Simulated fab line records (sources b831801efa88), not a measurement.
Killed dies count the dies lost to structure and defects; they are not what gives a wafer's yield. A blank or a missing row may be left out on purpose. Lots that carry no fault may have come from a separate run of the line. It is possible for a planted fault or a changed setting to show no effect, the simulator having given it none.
Which tool was responsible?	flow gf180mcu	39 wafers from 13 lots sampled at 5 of the route's 602 steps

== WHAT THE GAUGES READ, wafer by wafer ==
GF_NWELL_TW_MEAS_11.
lot	measured	on	NWELL_TW
L633	day 3 10:34	film metro-03	1565 1562 1567
L637	day 4 08:01	film metro-02	1572 1574 1565
L638	day 4 10:35	film metro-01	1576 1588 1581
L639	day 4 17:39	film metro-03	1565 1564 1568
L641	day 5 02:46	film metro-01	1569 1568 1568
L642	day 5 08:44	film metro-03	1577 1564 1582
L643	day 5 16:49	film metro-03	1573 1564 1572
L644	day 5 20:36	film metro-03	1564 1566 1567
L646	day 6 06:43	film metro-01	1580 1578 1581
L648	day 6 17:26	film metro-02	1568 1558 1562
L649	day 7 01:51	film metro-02	1566 1557 1561
L654	day 8 08:55	film metro-03	1577 1572 1582
L655	day 8 16:20	film metro-02	1573 1572 1565

GF_VT_IMPLANT_OVL_MEAS_07.
lot	measured	on	VT_IMPLANT_OVL (nm)
L633	day 5 18:13	overlay-01	1.6 1.7 0.5
L637	day 6 14:32	overlay-02	0.1 -2.0 1.6
L638	day 6 16:38	overlay-01	0.0 0.8 0.8
L639	day 7 02:05	overlay-01	2.0 2.5 -0.3
L641	day 7 13:29	overlay-02	0.5 -0.1 -2.4
L642	day 7 20:11	overlay-01	-1.8 -1.3 -0.5
L643	day 8 05:33	overlay-02	0.8 2.1 0.0
L644	day 8 10:20	overlay-02	-1.6 -1.0 -1.6
L646	day 8 21:47	overlay-01	0.2 -0.4 0.1
L648	day 9 12:08	overlay-01	-1.0 -2.0 -2.8
L649	day 9 21:53	overlay-02	-2.7 -0.8 -1.3
L654	day 11 08:34	overlay-01	1.6 1.1 0.7
L655	day 11 17:40	overlay-02	-0.6 -0.9 -2.4

GF_VT_IMPLANT_TW_MEAS_32.
lot	measured	on	VT_IMPLANT_3_TW
L633	day 6 22:57	film metro-04	269.1 268.4 269.7
L637	day 7 22:52	film metro-04	270.4 271.0 269.6
L638	day 8 00:45	film metro-02	269.1 267.1 267.9
L639	day 8 10:19	film metro-01	266.6 268.3 267.3
L641	day 8 22:55	film metro-01	269.0 268.1 268.2
L642	day 9 06:02	film metro-04	270.6 270.6 269.1
L643	day 9 16:38	film metro-04	268.1 269.7 269.3
L644	day 9 22:02	film metro-04	270.9 269.1 270.3
L646	day 10 09:53	film metro-02	268.0 267.0 267.0
L648	day 11 00:47	film metro-04	270.8 271.6 271.1
L649	day 11 11:27	film metro-02	265.3 264.0 266.2
L654	day 12 23:44	film metro-04	299.2 299.1 300.0 301.2 300.5 300.3
L655	day 13 07:44	film metro-01	298.8 298.7 299.5 299.9 299.1 300.0

== TOOL THAT RAN EACH LOT (tool first, then ch and the chambers of the sampled wafers, then the start) ==
lot	GF_STI_CMP_25	GF_VT_IMPLANT_IMPLANT_30
L633	cmp-01 ch 0,3, day 2 04:31	implanter-04 ch 0, day 6 22:40
L637	cmp-02 ch 0,1, day 3 02:32	implanter-04 ch 0, day 7 22:37
L638	cmp-01 ch 0,2,3, day 3 05:07	implanter-02 ch 0, day 8 00:31
L639	cmp-02 ch 0,1,3, day 3 11:34	implanter-02 ch 0, day 8 10:04
L641	cmp-01 ch 0,1, day 3 20:40	implanter-04 ch 0, day 8 22:40
L642	cmp-02 ch 0,1,3, day 4 02:47	implanter-01 ch 0, day 9 05:48
L643	cmp-02 ch 0,1,2, day 4 07:19	implanter-04 ch 0, day 9 16:25
L644	cmp-01 ch 0,1,2, day 4 13:53	implanter-01 ch 0, day 9 21:47
L646	cmp-01 ch 0,1,3, day 4 22:19	implanter-01 ch 0, day 10 09:38
L648	cmp-02 ch 0,1, day 5 08:52	implanter-02 ch 0, day 11 00:33
L649	cmp-01 ch 0,2, day 5 15:10	implanter-04 ch 0, day 11 11:05
L654	cmp-01 ch 1,2,3, day 6 21:22	implanter-04 ch 0, day 12 23:29
L655	cmp-01 ch 0,1,2, day 7 03:28	implanter-04 ch 0, day 13 07:30
- GF_STI_CMP_25: polishes, stops on Si3N4, t overpolish 33 s, target thk 524.6 nm.
- GF_VT_IMPLANT_IMPLANT_30

== WHAT THE TOOLS THEMSELVES READ (means of the sampled wafers that have a number; where no wafer has one, the mark that the record gives instead) ==
GF_STI_CMP_25.
lot	tool	motor current A (A)	overpolish run s (s)	time to endpoint s (s)
L633	cmp-01	11.5	33.003	126
L637	cmp-02	13.3	33.006	121
L638	cmp-01	11.6	33.008	131
L639	cmp-02	12.3	33.003	124
L641	cmp-01	12.0	33.001	124
L642	cmp-02	12.3	32.996	119
L643	cmp-02	12.5	33.015	120
L644	cmp-01	11.0	32.996	120
L646	cmp-01	11.0	33.001	120
L648	cmp-02	13.3	32.998	120
L649	cmp-01	12.1	32.999	118
L654	cmp-01	10.3	32.996	117
L655	cmp-01	11.1	32.997	125

GF_VT_IMPLANT_IMPLANT_30.
lot	tool	beam energy keV	dose ions cm2	faraday current uA
L633	implanter-04	24.999	2.533e+12	14.57
L637	implanter-04	25.001	2.536e+12	14.20
L638	implanter-02	24.995	2.532e+12	14.37
L639	implanter-02	24.999	2.534e+12	14.37
L641	implanter-04	25.001	2.533e+12	14.12
L642	implanter-01	25.007	2.535e+12	14.20
L643	implanter-04	24.995	2.532e+12	14.50
L644	implanter-01	25.002	2.531e+12	14.10
L646	implanter-01	24.993	2.535e+12	14.30
L648	implanter-02	25.004	2.537e+12	14.18
L649	implanter-04	24.999	2.535e+12	14.22
L654	implanter-04	25.008	3.662e+12	20.79
L655	implanter-04	24.997	3.663e+12	20.68

== THE ANSWER, worked out from the rows above alone ==
Rule: usual is defined by the lots themselves. Put in order of their means at a reading, lots are off if they are a third of the lots or fewer, leave a main group of 4 or more, and stand apart from it by a gap of 3 or more times the standard deviation of the main group's means; of several such gaps the widest counts. If all means in a main group match to the digits the tables above print for the reading, that group is not used. A lot without any number at a reading at which 4 lots or more have one is off too. Any other lot the step has rows for is counted as sound. After the gauges, taken in route order, come the tools' own readings; for these a lot's mean is taken, as printed above. At the first step where some lot is off, the reading lying furthest off is the one used; lots without a number count as furthest.
Off: L654, L655, at GF_VT_IMPLANT_TW_MEAS_32 (VT_IMPLANT_3_TW). Mean 268.7 and standard deviation 1.6 in the main group.
A tool fits if, at a process step before that reading, it ran every lot that is off, and no sound lot after the first of them. The gauges at GF_VT_IMPLANT_TW_MEAS_32 aren't tried: what is off there is off at GF_VT_IMPLANT_IMPLANT_30 too, on other tools, and a gauge's error can't cause that. Can't be told from this: 2 tools fit, cmp-01 at GF_STI_CMP_25, implanter-04 at GF_VT_IMPLANT_IMPLANT_30.

== WHAT THE SIMULATOR HAD PUT IN ==
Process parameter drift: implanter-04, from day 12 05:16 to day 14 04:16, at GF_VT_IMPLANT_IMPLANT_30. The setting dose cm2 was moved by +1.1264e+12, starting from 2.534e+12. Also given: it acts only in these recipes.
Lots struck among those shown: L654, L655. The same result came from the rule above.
